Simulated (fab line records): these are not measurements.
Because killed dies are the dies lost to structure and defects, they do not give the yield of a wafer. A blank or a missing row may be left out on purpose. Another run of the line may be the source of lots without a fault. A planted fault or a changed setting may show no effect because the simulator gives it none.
Problem report in the 8D (eight disciplines) form, filled by code ; flow sky130 ; the parts of the form that need people (team, actions taken, sign-off) are left out

1. THE ISSUE
Mean of biasW at SKY_POLY_GATE_ETCH_16: 104.67 W across 6 wafers in 2 lots; on wafers with no fault it is 80.01 W (standard deviation 0.24). That is +99 or more standard deviations from the usual mean.
The step: etches Si3N4 in CH3F/O2, stops on poly-Si, time 147.5 s, target depth 75 nm.
Seen first at day 18 07:07 on rieDiel-01, wafer L761.1. At this step, 36 wafers from 12 lots have a number in the record. Rule for "out", or "out of limits": more than 4 standard deviations from the usual mean. Any other wafer with a number is counted as sound.

2. WHAT IT IS AND WHAT IT IS NOT
question;is;is not
which readings at this step;biasW;drypumpMotorCurrentA, oesProductAu, throttleValvePct
which lots;L761, L762;L757, L758, L763, L770, L771, L772, L776, L777, L778, L779
which wafers of those lots;all that have a number;-
read on which tools;rieDiel-01;rieDiel-02, rieDiel-04
when;from day 18 07:07;"up to then (6 sound wafers); but 24 sound wafers of L763, L770, L771, L772, L776, L777, L778, L779 came after"

3. SUSPECTS, AND WHAT RULES EACH OUT
Counting: a tool at any process step up to the reading remains a suspect when it ran all the lots that are out and ran no sound lot after the first of those.
- rieDiel-01 at SKY_POLY_GATE_ETCH_16 (etches Si3N4 in CH3F/O2, stops on poly-Si, time 147.5 s, target depth 75 nm): ruled out as a lasting fault. Sound lots L776, L777 ran on it after its first lot that is out, L761 (day 18 07:07).
Left after counting: nothing in the record.

4. THE CAUSE (what the simulator had put in)
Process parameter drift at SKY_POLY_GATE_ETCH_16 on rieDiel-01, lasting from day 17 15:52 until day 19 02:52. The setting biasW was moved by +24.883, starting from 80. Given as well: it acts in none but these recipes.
Counting ruled it out, wrongly.

5. SEQUENCE OF EFFECTS, ordered by route
Each row: a reading whose mean over the struck wafers that have a number lies more than 3 standard deviations from the usual. Only readings whose record carries a usual standard deviation are examined. hours: median over the lots of the time between each lot's start at the first step of this table that gives one and its start at this step. sigmas: the change, counted in usual standard deviations.
hours;step;reading;usual;on struck wafers;change;sigmas
0;SKY_POLY_GATE_ETCH_16;biasW;80.01 W;104.67;+24.66;+99 or more
Process steps it contains:
- SKY_POLY_GATE_ETCH_16: etches Si3N4 in CH3F/O2, stops on poly-Si, time 147.5 s, target depth 75 nm.
Later steps that measure or inspect, where all struck wafers having a row at the step show a number for every such reading and not one has moved that far: SKY_POLY_GATE_THK_MEAS_21.

6. HOW IT WOULD HAVE BEEN CAUGHT EARLIER
In this record no reading fell out of limits until day 18 07:07, 15 hours after the fault had begun at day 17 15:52.
